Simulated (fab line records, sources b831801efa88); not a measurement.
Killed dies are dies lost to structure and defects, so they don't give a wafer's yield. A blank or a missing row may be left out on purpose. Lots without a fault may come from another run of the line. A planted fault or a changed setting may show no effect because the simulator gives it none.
A struck lot beside a sound one | flow sfq_line | 41 steps out of a route of 325
Sound: wafers L422.1, L422.3, L422.4. Struck: wafers L424.2, L424.4, L424.5. The cause comes at the end.
At each step with rows: each side's tool, then ch and its chambers, then its first start. Under that, the readings that differ: sound wafers | struck wafers | difference of the means | sigmas: that difference in standard deviations of wafers without a fault.
alike: readings whose means differ by less than 2 such deviations, and words and numbers that are the same on both sides. not compared: withheld readings, readings that some wafer has no value for, bounds like >300 that may hide the same value, and numbers for which the record gives no deviation and whose values overlap.
The two part at a step that has a row with sigmas, a row that says differs or no value, or rows on one side only. Numbers that don't overlap but have no deviation are shown without sigmas and don't part them. A reading that every wafer of one side lacks parts them only if that side has two wafers or more.

SFQ_I0_OVL_MEAS_908:
  sound on overlay-01, day 19 17:40; struck on overlay-02, day 20 13:48
  alike: I0_OVL
SFQ_TRILAYER_I0_VIA_BARC_OPEN_VIA_ETCH_046: etches BARC in O2, target depth 125 nm, time 41.7 s.
  sound on rie_diel-03 ch 0,1,3, day 19 17:41; struck on rie_diel-03 ch 1,2,3, day 20 13:50
  alike: drypump_motor_current_A, oes_product_au, rf_fwd_power_W
  not compared: rf_hours_counter_h
SFQ_TRILAYER_I0_VIA_ETCH_VIA_ETCH_034: etches SiO2 in CHF3, stops on Nb, target depth 260 nm.
  sound on rie_diel-03 ch 0,1,3, day 19 17:44; struck on rie_diel-03 ch 1,2,3, day 20 13:52
  alike: drypump_motor_current_A, oes_product_au, rf_fwd_power_W
then, 4 steps without rows for these wafers: SFQ_TRILAYER_I0_VIA_STRIP_STRIP_035 (strips in O2); SFQ_TRILAYER_I0_VIA_STRIP_SOLV_CLEAN_036 (cleans in NMP, time 600 s); SFQ_TRILAYER_M1_DEP_PRE_CLEAN_038 (time 22.5 s); SFQ_TRILAYER_M1_DEP_SPUTTER_037 (material Nb, target thk 200 nm, time 133.3 s).
SFQ_M1_RS_MEAS_909: measures by four-point-probe.
  sound on film_metro-02, day 19 18:44; struck on film_metro-02, day 20 14:56
  alike: M1_NB_RS
then, 3 steps without rows for these wafers: SFQ_TRILAYER_M1_LITHO_COAT_044 (resist thk 62 nm); SFQ_TRILAYER_M1_LITHO_COAT_039 (resist thk 600 nm); SFQ_TRILAYER_M1_LITHO_SOFTBAKE_043.
-- the record jumps here: 6 days lie between the struck wafers' starts before and after --
SFQ_TRILAYER_M1_LITHO_EXPOSE_040: exposes mask M1, target cd 500 nm.
  sound on krf_scanner-02 ch 0, day 25 04:20; struck on krf_scanner-02 ch 0, day 26 15:20
  reading              | sound                | struck               | difference | sigmas
  exposure_dose_mJ_cm2 | 14.385 14.392 14.388 | 18.888 18.886 18.884 | +4.498     | +99 or more
  alike: mask
then, 2 steps without rows for these wafers: SFQ_TRILAYER_M1_LITHO_PEB_042 (peb time 60 s); SFQ_TRILAYER_M1_LITHO_DEVELOP_041 (time 60 s).
SFQ_M1_OVL_MEAS_911:
  sound on overlay-02, day 25 05:50; struck on overlay-01, day 26 16:39
  reading     | sound     | struck | difference | sigmas
  M1_OVL (nm) | -14 -9 -7 | 2 0 11 | +14        | +3
SFQ_TRILAYER_M1_BARC_OPEN_METAL_ETCH_054: etches BARC in O2, target depth 125 nm, time 41.7 s.
  sound on rie_metal-02 ch 0,1, day 25 05:53; struck on rie_metal-03 ch 0,1, day 26 16:41
  reading               | sound             | struck            | difference | sigmas
  oes_product_au (a.u.) | 0.695 0.696 0.690 | 0.689 0.685 0.676 | -0.010     | -2
  model.M1.cd_nm (nm)   | 499.2 500.2 499.5 | 459.3 459.9 459.6 | -40.0      |
  alike: drypump_motor_current_A, rf_fwd_power_W
  not compared: rf_hours_counter_h
SFQ_TRILAYER_M1_ETCH_METAL_ETCH_042: etches Nb in Cl2/Ar, stops on SiO2, target depth 240 nm, time 120 s.
  sound on rie_metal-02 ch 0,1, day 25 05:56; struck on rie_metal-03 ch 0,1, day 26 16:44
  reading             | sound           | struck            | difference | sigmas
  model.M1.cd_nm (nm) | 498 498.9 499.9 | 461.7 460.5 461.3 | -37.8      |
  alike: drypump_motor_current_A, oes_product_au, rf_fwd_power_W
  not compared: rf_hours_counter_h
SFQ_TRILAYER_M1_STRIP_STRIP_043: strips in O2.
  sound on rie_metal-02 ch 0,1, day 25 06:04; struck on rie_metal-03 ch 0,1, day 26 16:52
  alike: drypump_motor_current_A, oes_product_au
  not compared: rf_hours_counter_h
then, 3 steps without rows for these wafers: SFQ_TRILAYER_M1_STRIP_SOLV_CLEAN_044 (cleans in NMP, time 600 s); SFQ_TRILAYER_I1_DEP_PECVD_045 (deposits SiO2 from SiH4/N2O, time 111.11 s, target thk 500 nm); SFQ_TRILAYER_I1_CMP_CMP_046 (polishes SiO2).
SFQ_I1_BOW_MEAS_912:
  sound on film_metro-01, day 25 19:07; struck on film_metro-01, day 27 08:13
  alike: I1_BOW
then, 7 steps without rows for these wafers: SFQ_TRILAYER_I1_METRO_MEASURE_047; SFQ_TRILAYER_I1_VIA_LITHO_COAT_054 (resist thk 62 nm); SFQ_TRILAYER_I1_VIA_LITHO_COAT_049 (resist thk 650 nm); SFQ_TRILAYER_I1_VIA_LITHO_SOFTBAKE_053; SFQ_TRILAYER_I1_VIA_LITHO_EXPOSE_050 (exposes mask I1, target cd 500 nm); SFQ_TRILAYER_I1_VIA_LITHO_PEB_052 (peb time 60 s); SFQ_TRILAYER_I1_VIA_LITHO_DEVELOP_051 (time 60 s).
SFQ_I1_OVL_MEAS_913:
  sound on overlay-01, day 26 02:21; struck on overlay-01, day 27 11:47
  alike: I1_OVL
SFQ_TRILAYER_I1_VIA_BARC_OPEN_VIA_ETCH_071: etches BARC in O2, target depth 125 nm, time 41.7 s.
  sound on rie_diel-01 ch 2,3, day 26 02:23; struck on rie_diel-02 ch 0,2, day 27 11:49
  alike: drypump_motor_current_A, oes_product_au, rf_fwd_power_W
  not compared: rf_hours_counter_h
then, 1 step without rows for these wafers: SFQ_TRILAYER_I1_VIA_ETCH_VIA_ETCH_052 (etches SiO2 in CHF3, stops on Nb, target depth 260 nm).
SFQ_TRILAYER_I1_VIA_STRIP_STRIP_053: strips in O2.
  sound on rie_metal-01 ch 0,1, day 26 02:32; struck on rie_metal-02 ch 1, day 27 11:58
  alike: drypump_motor_current_A, oes_product_au
  not compared: rf_hours_counter_h
then, 3 steps without rows for these wafers: SFQ_TRILAYER_I1_VIA_STRIP_SOLV_CLEAN_054 (cleans in NMP, time 600 s); SFQ_TRILAYER_M2_DEP_PRE_CLEAN_056 (time 22.5 s); SFQ_TRILAYER_M2_DEP_SPUTTER_055 (material Nb, target thk 200 nm, time 133.3 s).
SFQ_M2_RS_MEAS_914: measures by four-point-probe.
  sound on film_metro-01, day 26 03:26; struck on film_metro-01, day 27 12:53
  alike: M2_NB_RS
then, 3 steps without rows for these wafers: SFQ_TRILAYER_M2_LITHO_COAT_062 (resist thk 62 nm); SFQ_TRILAYER_M2_LITHO_COAT_057 (resist thk 600 nm); SFQ_TRILAYER_M2_LITHO_SOFTBAKE_061.
-- the record jumps here: 51 days lie between the struck wafers' starts before and after --
SFQ_M8_BOW_MEAS_951:
  sound on film_metro-04, day 77 23:28; struck on film_metro-03, day 78 03:03
  reading               | sound            | struck            | difference | sigmas
  model.etest.m1.ohm_um | 1.812 1.82 1.802 | 1.926 1.914 1.925 | +0.110     |
  alike: M8_BOW

WHERE THEY PART
First at SFQ_TRILAYER_M1_LITHO_EXPOSE_040; last, within this record, at SFQ_TRILAYER_M1_BARC_OPEN_METAL_ETCH_054. Later steps at which nothing parts them and some readings are alike: SFQ_TRILAYER_M1_ETCH_METAL_ETCH_042, SFQ_TRILAYER_M1_STRIP_STRIP_043, SFQ_I1_BOW_MEAS_912, SFQ_I1_OVL_MEAS_913, SFQ_TRILAYER_I1_VIA_BARC_OPEN_VIA_ETCH_071, SFQ_TRILAYER_I1_VIA_STRIP_STRIP_053, SFQ_M2_RS_MEAS_914, SFQ_M8_BOW_MEAS_951.

WHY: what the simulator had put in
Process parameter drift: krf_scanner-02, from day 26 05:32 on, at SFQ_TRILAYER_M1_LITHO_EXPOSE_040. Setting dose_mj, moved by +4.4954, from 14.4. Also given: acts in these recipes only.
